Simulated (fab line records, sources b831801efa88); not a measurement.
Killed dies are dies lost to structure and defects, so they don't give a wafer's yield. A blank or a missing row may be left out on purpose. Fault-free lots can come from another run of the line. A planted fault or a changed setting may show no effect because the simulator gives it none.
A sampling plan put to the test | flow gf180mcu | each of the 40 faults these records tell of, on one fab line, judged from the records of the lots it struck
The plan consists of the line's own looks: route steps at which the wafer is read by a gauge or an inspection but not changed. A look is open to judgement when struck wafers have a number at it and the file gives its usual mean and standard deviation on fault-free wafers. Caught: a look later than the fault's first step finds the struck wafers' mean 4 or more of those standard deviations (sigma) from the usual mean. On the tool: the fault's steps, tested the same way using the tool's own readings. Also counted as caught: the struck wafers showing another recipe, or a record that is empty for them alone.

## THE FAULTS, as the simulator had put them in
1. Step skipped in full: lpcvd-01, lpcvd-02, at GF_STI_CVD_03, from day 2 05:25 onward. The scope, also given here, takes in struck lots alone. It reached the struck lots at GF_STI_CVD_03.
2. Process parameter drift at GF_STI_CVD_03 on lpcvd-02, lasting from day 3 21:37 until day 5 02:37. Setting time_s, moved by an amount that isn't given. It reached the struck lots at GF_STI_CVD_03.
3. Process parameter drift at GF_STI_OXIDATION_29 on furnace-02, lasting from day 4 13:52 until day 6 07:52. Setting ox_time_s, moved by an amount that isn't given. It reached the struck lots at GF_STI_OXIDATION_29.
4. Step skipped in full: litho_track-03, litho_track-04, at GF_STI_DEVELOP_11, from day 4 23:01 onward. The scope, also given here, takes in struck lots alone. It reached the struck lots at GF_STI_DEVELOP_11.
5. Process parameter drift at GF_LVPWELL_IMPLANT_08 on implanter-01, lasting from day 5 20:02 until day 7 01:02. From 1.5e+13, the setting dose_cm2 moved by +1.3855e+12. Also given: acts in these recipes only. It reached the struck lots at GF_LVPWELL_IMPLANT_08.
6. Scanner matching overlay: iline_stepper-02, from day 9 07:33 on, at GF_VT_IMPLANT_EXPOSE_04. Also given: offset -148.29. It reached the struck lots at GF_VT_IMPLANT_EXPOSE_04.
7. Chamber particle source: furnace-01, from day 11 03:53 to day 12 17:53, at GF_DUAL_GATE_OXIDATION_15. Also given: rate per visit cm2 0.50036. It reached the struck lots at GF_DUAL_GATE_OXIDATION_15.
8. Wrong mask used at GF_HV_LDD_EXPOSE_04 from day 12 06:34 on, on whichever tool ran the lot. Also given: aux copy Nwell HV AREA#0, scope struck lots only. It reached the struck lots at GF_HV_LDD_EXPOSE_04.
9. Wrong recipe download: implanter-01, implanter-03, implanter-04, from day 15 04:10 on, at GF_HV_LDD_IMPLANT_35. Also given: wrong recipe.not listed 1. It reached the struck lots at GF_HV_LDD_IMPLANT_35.
10. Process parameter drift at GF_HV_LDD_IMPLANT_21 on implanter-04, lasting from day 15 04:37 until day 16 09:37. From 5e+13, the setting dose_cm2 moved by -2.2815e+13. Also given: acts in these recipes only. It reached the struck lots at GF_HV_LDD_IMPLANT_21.
11. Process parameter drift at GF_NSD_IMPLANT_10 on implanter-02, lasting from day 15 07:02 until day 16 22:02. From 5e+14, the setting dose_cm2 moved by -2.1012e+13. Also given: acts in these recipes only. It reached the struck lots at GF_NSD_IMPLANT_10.
12. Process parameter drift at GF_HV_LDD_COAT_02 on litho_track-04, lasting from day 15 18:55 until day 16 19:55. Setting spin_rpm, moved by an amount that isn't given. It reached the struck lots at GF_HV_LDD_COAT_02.
13. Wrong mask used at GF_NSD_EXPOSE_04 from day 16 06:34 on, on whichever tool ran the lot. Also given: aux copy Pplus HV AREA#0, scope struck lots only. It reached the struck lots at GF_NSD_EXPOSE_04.
14. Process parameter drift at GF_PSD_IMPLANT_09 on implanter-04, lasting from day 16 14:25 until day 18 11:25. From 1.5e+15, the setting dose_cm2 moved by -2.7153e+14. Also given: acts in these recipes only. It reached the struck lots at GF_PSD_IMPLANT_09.
15. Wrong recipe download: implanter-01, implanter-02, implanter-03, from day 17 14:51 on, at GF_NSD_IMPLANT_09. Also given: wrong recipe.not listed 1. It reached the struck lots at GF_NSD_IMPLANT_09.
16. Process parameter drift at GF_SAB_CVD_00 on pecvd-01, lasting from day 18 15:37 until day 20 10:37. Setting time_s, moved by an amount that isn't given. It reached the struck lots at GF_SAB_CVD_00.
17. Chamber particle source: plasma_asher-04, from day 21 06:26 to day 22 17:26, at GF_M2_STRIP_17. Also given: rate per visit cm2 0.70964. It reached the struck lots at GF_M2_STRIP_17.
18. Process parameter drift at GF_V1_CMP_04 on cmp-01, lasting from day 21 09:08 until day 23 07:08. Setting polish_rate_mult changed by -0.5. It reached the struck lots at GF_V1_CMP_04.
19. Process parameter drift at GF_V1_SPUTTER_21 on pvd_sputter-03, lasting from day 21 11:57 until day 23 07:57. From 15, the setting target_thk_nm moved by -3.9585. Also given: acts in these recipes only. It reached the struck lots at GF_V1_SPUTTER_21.
20. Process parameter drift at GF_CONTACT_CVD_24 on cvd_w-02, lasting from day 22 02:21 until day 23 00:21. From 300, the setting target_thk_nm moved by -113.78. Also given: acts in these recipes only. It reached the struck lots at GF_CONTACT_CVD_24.
21. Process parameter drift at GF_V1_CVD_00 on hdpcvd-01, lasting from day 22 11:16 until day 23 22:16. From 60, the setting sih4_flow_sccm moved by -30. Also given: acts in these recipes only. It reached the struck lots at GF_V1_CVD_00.
22. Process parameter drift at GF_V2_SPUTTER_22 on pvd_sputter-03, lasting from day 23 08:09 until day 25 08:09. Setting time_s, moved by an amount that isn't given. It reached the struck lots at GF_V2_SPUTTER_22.
23. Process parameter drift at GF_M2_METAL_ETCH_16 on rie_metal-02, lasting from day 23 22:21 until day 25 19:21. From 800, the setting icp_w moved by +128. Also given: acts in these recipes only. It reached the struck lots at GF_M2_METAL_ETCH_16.
24. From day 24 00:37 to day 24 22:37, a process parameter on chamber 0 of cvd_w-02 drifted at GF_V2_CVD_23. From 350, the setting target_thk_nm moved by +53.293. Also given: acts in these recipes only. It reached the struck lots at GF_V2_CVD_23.
25. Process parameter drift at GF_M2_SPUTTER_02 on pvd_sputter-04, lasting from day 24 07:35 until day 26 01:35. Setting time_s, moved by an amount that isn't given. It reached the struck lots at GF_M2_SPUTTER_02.
26. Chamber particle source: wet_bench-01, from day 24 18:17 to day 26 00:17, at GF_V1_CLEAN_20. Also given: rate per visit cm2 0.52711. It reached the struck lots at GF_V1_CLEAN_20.
27. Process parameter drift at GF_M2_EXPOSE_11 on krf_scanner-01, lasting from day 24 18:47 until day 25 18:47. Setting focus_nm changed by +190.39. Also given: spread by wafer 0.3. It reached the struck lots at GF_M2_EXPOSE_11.
28. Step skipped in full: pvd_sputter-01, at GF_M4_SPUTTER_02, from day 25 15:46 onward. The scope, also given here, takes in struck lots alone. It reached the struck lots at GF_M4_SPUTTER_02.
29. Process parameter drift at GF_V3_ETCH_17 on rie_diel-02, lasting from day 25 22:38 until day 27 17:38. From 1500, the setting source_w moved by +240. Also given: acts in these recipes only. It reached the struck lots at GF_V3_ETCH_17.
30. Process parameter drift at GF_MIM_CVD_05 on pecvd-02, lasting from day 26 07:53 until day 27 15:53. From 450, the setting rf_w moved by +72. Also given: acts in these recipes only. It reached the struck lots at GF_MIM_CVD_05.
31. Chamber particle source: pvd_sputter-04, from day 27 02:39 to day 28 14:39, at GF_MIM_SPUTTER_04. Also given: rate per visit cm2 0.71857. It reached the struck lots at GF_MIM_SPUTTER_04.
32. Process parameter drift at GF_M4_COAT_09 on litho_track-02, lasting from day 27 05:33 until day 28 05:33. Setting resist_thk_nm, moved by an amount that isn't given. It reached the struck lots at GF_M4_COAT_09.
33. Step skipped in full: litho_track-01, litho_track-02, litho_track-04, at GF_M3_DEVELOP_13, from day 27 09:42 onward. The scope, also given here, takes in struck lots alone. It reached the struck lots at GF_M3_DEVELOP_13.
34. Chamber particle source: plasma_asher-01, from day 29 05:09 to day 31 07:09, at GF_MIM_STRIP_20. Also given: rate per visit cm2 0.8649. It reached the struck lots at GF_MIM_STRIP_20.
35. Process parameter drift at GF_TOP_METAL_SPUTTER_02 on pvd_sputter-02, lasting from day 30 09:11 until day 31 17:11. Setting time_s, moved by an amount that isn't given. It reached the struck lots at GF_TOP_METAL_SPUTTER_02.
36. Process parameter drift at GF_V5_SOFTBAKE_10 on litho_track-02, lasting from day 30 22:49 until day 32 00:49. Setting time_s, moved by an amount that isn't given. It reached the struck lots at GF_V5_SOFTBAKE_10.
37. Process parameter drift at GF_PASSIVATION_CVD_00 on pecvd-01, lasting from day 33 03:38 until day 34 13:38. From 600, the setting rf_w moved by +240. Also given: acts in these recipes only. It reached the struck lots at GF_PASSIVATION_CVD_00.
38. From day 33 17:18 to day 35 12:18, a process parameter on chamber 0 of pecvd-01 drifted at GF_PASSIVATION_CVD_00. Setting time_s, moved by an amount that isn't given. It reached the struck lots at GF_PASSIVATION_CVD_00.
39. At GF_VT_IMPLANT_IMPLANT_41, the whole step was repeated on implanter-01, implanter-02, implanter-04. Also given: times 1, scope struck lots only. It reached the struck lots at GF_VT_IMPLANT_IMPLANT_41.
40. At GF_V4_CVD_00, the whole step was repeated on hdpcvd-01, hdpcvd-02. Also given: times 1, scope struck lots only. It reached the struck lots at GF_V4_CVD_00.

## WHAT THE PLAN SAW
fault | on the tool itself                               | first look that catches it                      | reading, sigma                                                  | median hours from its first step to that look | hours from the fault's start to the first struck lot there | judged looks passed uncaught
1     | the tool's record is blank for the struck wafers | no look after it can be judged                  | -                                                               | -                                             | -                                                          | 0
2     | under 2 sigma                                    | GF_STI_THK_MEAS_04                              | STI_CVD_03_THK -22                                              | 2.0                                           | 5                                                          | 0
3     | under 2 sigma                                    | GF_STI_THK_MEAS_30                              | STI_OXIDATION_02_THK +29                                        | 1.4                                           | 6                                                          | 0
4     | no reading that can be judged                    | no look after it can be judged                  | -                                                               | -                                             | -                                                          | 0
5     | dose_ions_cm2 +77 sigma                          | GF_LVPWELL_TW_MEAS_11                           | LVPWELL_TW +4.8                                                 | 0.4                                           | 13                                                         | 0
6     | no reading that can be judged                    | GF_VT_IMPLANT_OVL_MEAS_07                       | VT_IMPLANT_OVL -99 or beyond                                    | 8.7                                           | 13                                                         | 0
7     | under 2 sigma                                    | not the one look that can be judged after it    | -                                                               | -                                             | -                                                          | 1
8     | no reading that can be judged                    | GF_HV_LDD_TW_MEAS_11                            | HV_LDD_TW -99 or beyond                                         | 10.7                                          | 15                                                         | 0
9     | no reading that can be judged                    | GF_HV_LDD_TW_MEAS_38                            | HV_LDD_3_TW +20                                                 | 0.4                                           | 6                                                          | 0
10    | dose_ions_cm2 -99 or beyond sigma                | GF_HV_LDD_TW_MEAS_23                            | HV_LDD_2_TW -32                                                 | 0.2                                           | 11                                                         | 0
11    | dose_ions_cm2 -34 sigma                          | none of the 2 looks that can be judged after it | strongest: NSD_RS at GF_PSD_RS_MEAS_14, +3.7                    | -                                             | -                                                          | 2
12    | spin_speed_rpm +99 or beyond sigma               | GF_HV_LDD_CD_MEAS_07                            | cd_nm +5.3                                                      | 11.4                                          | 23                                                         | 0
13    | no reading that can be judged                    | GF_NSD_TW_MEAS_12                               | NSD_TW -99 or beyond                                            | 11.5                                          | 13                                                         | 0
14    | dose_ions_cm2 -99 or beyond sigma                | GF_PSD_TW_MEAS_11                               | PSD_TW -6.9                                                     | 0.2                                           | 5                                                          | 0
15    | under 2 sigma                                    | not the one look that can be judged after it    | -                                                               | -                                             | -                                                          | 1
16    | under 2 sigma                                    | GF_SAB_THK_MEAS_01                              | SAB_CVD_00_THK -6.8                                             | 0.0                                           | 5                                                          | 0
17    | under 2 sigma                                    | not the one look that can be judged after it    | -                                                               | -                                             | -                                                          | 1
18    | only faintly: time_to_endpoint_s +3.6 sigma      | no look after it can be judged                  | -                                                               | -                                             | -                                                          | 0
19    | under 2 sigma                                    | no look after it can be judged                  | -                                                               | -                                             | -                                                          | 0
20    | under 2 sigma                                    | GF_CONTACT_RS_MEAS_25                           | CONTACT_W_RS +34                                                | 0.1                                           | 6                                                          | 0
21    | sih4_flow_sccm -99 or beyond sigma               | GF_V1_THK_MEAS_01                               | V1_CVD_00_THK -40                                               | 0.1                                           | 9                                                          | 0
22    | under 2 sigma                                    | no look after it can be judged                  | -                                                               | -                                             | -                                                          | 0
23    | rf_fwd_power_W +55 sigma                         | not the one look that can be judged after it    | -                                                               | -                                             | -                                                          | 1
24    | under 2 sigma                                    | GF_V2_RS_MEAS_24                                | V2_W_RS -8.3                                                    | 0.1                                           | 1                                                          | 0
25    | under 2 sigma                                    | GF_M2_RS_MEAS_05                                | M2_ALCU_RS -8.9                                                 | 0.1                                           | 3                                                          | 0
26    | no reading that can be judged                    | no look after it can be judged                  | -                                                               | -                                             | -                                                          | 0
27    | exposure_dose_mJ_cm2 -12 sigma                   | GF_M2_CD_MEAS_14                                | cd_nm -9.9                                                      | 10.5                                          | 24                                                         | 0
28    | the tool's record is blank for the struck wafers | GF_M4_RS_MEAS_05                                | M4_ALCU_RS +99 or beyond                                        | 0.1                                           | 8                                                          | 0
29    | rf_fwd_power_W +47 sigma                         | no look after it can be judged                  | -                                                               | -                                             | -                                                          | 0
30    | rf_fwd_power_W +34 sigma                         | none of the 2 looks that can be judged after it | strongest: MIM_CVD_05_THK at GF_MIM_THK_MEAS_06, +3.8           | -                                             | -                                                          | 2
31    | under 2 sigma                                    | no look after it can be judged                  | -                                                               | -                                             | -                                                          | 0
32    | under 2 sigma                                    | not the one look that can be judged after it    | strongest: cd_nm at GF_M4_CD_MEAS_14, +2.8                      | -                                             | -                                                          | 1
33    | no reading that can be judged                    | no look after it can be judged                  | -                                                               | -                                             | -                                                          | 0
34    | under 2 sigma                                    | not the one look that can be judged after it    | -                                                               | -                                             | -                                                          | 1
35    | under 2 sigma                                    | none of the 2 looks that can be judged after it | strongest: TOP_METAL_ALCU_THK at GF_TOP_METAL_THK_MEAS_06, +3.9 | -                                             | -                                                          | 2
36    | heater_power_total_W +99 or beyond sigma         | GF_V5_CD_MEAS_14                                | cd_nm -11                                                       | 9.4                                           | 21                                                         | 0
37    | rf_fwd_power_W +99 or beyond sigma               | GF_PASSIVATION_THK_MEAS_01                      | PASSIVATION_CVD_00_THK +6.3                                     | 0.1                                           | 13                                                         | 0
38    | run_length_s +99 or beyond sigma                 | GF_PASSIVATION_THK_MEAS_01                      | PASSIVATION_CVD_00_THK +33                                      | 0.1                                           | 0                                                          | 0
39    | no reading that can be judged                    | GF_VT_IMPLANT_TW_MEAS_43                        | VT_IMPLANT_4_TW +44                                             | 0.6                                           | -                                                          | 0
40    | no reading that can be judged                    | GF_V4_THK_MEAS_01                               | V4_CVD_00_THK +79                                               | 0.3                                           | -                                                          | 0
Dash: fault not caught, or number not given in these records.

Caught at a look: 22 of 40. Caught on the tool: 15 of 40. By one or the other: 27 of 40.
Faults 1, 11, 23, 29, 30 were caught on the tool alone.
Caught at a look alone: faults 2, 3, 6, 8, 9, 13, 16, 20, 24, 25, 39, 40.
Caught by neither: faults 4, 7, 15, 17, 18, 19, 22, 26, 31, 32, 33, 34, 35.

## THINNER SAMPLING
Were the look that catches a fault to measure just every second or every third lot (counted by lot number), the first struck lot would, at worst, be measured this late:
fault | struck lots at that look, in order of time | every lot | every second lot | every third lot
2     | L684, L685                                 | 5 h       | 9 h              | may miss all 2
3     | L835, L836, L840                           | 6 h       | 11 h             | 33 h
5     | L132, L133                                 | 13 h      | 19 h             | may miss all 2
6     | L366, L367, L368, L369                     | 13 h      | 17 h             | 27 h
8     | L826                                       | 15 h      | may miss it      | may miss it
9     | L323, L324, L325, L326                     | 6 h       | 12 h             | 35 h
10    | L292, L293                                 | 11 h      | 16 h             | may miss all 2
12    | L411, L412                                 | 23 h      | 24 h             | may miss all 2
13    | L645                                       | 13 h      | may miss it      | may miss it
14    | L227, L229, L231                           | 5 h       | may miss all 3   | 30 h
16    | L325, L327, L328                           | 5 h       | 34 h             | may miss all 3
20    | L930, L931                                 | 6 h       | 18 h             | may miss all 2
21    | L496, L497, L499                           | 9 h       | 14 h             | may miss all 3
24    | L767, L768, L769                           | 1 h       | 5 h              | 15 h
25    | L528, L529                                 | 3 h       | 15 h             | may miss all 2
27    | L408                                       | 24 h      | may miss it      | may miss it
28    | L766, L767                                 | 8 h       | 9 h              | may miss all 2
36    | L980, L981, L983                           | 21 h      | 25 h             | may miss all 3
37    | L241, L240                                 | 13 h      | 14 h             | may miss all 2
38    | L158, L162                                 | 0 h       | may miss all 2   | may miss all 2
Hours are from the fault's start to the first struck lot that is measured. The limit of 4 sigma was tested on all struck wafers together, so one lot alone may lie under it. Other struck lots may not be in these records.

## THE LONGEST TIMED WAY FROM STEP TO LOOK
For fault 13, GF_NSD_EXPOSE_04 and GF_NSD_TW_MEAS_12 are separated by a median of 11.5 hours. No look between them can be judged.
